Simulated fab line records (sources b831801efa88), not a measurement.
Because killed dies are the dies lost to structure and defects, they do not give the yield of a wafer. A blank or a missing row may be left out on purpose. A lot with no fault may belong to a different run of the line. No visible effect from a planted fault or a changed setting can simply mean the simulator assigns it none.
Chamber matching :: flow sfq line :: SFQ_TRILAYER_A5B_CMP_CMP_130 on cmp-02: 4 sister chambers
The step polishes, stops on Nb, target thk 340.7 nm. 4 wafers are shown with their chamber, then 9 later ones without.

== WAFERS PAIRED WITH THEIR CHAMBERS ==
wafer: L349.4
chamber: 0
motor current A (A): 9.9

wafer: L358.1
chamber: 3
motor current A (A): 8.8

wafer: L363.4
chamber: 2
motor current A (A): 11.4

wafer: L363.6
chamber: 1
motor current A (A): 10.0

== WAFERS WITH NO CHAMBER GIVEN ==
wafer: L364.3
motor current A (A): 11.7

wafer: L364.1
motor current A (A): 11.0

wafer: L364.6
motor current A (A): 11.4

wafer: L365.3
motor current A (A): 8.9

wafer: L365.1
motor current A (A): 11.9

wafer: L365.6
motor current A (A): 8.5

wafer: L369.1
motor current A (A): 10.1

wafer: L369.2
motor current A (A): 11.4

wafer: L369.6
motor current A (A): 10.5

== CHAMBER TAKEN BY EACH ==
wafer: L364.3
from the rows above: 2
in truth: 2

wafer: L364.1
from the rows above: can't be placed: 2 or 1
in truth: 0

wafer: L364.6
from the rows above: 2
in truth: 2

wafer: L365.3
from the rows above: 3
in truth: 3

wafer: L365.1
from the rows above: 2
in truth: 2

wafer: L365.6
from the rows above: 3
in truth: 3

wafer: L369.1
from the rows above: can't be placed: 1 or 0
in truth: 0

wafer: L369.2
from the rows above: 2
in truth: 2

wafer: L369.6
from the rows above: can't be placed: 1 or 0 or 2
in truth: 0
6 of 9 placed correctly. From these rows, 3 cannot be placed; in 2 the true chamber is one of the candidates. 0 placed wrongly.
How it was worked out, from the rows above alone: a wafer's distance from a chamber is the root of the sum, over the readings, of the square of ((its reading less the chamber's mean) divided by the reading's scatter). If the next closest chamber is less than 2 further off than the closest, the wafer can't be placed; otherwise it belongs to the closest. A chamber's mean is the mean of its shown wafers. The scatter (one wafer shown for each chamber): square how far every hidden wafer sits from the nearest shown wafer, average those squares and take the square root.
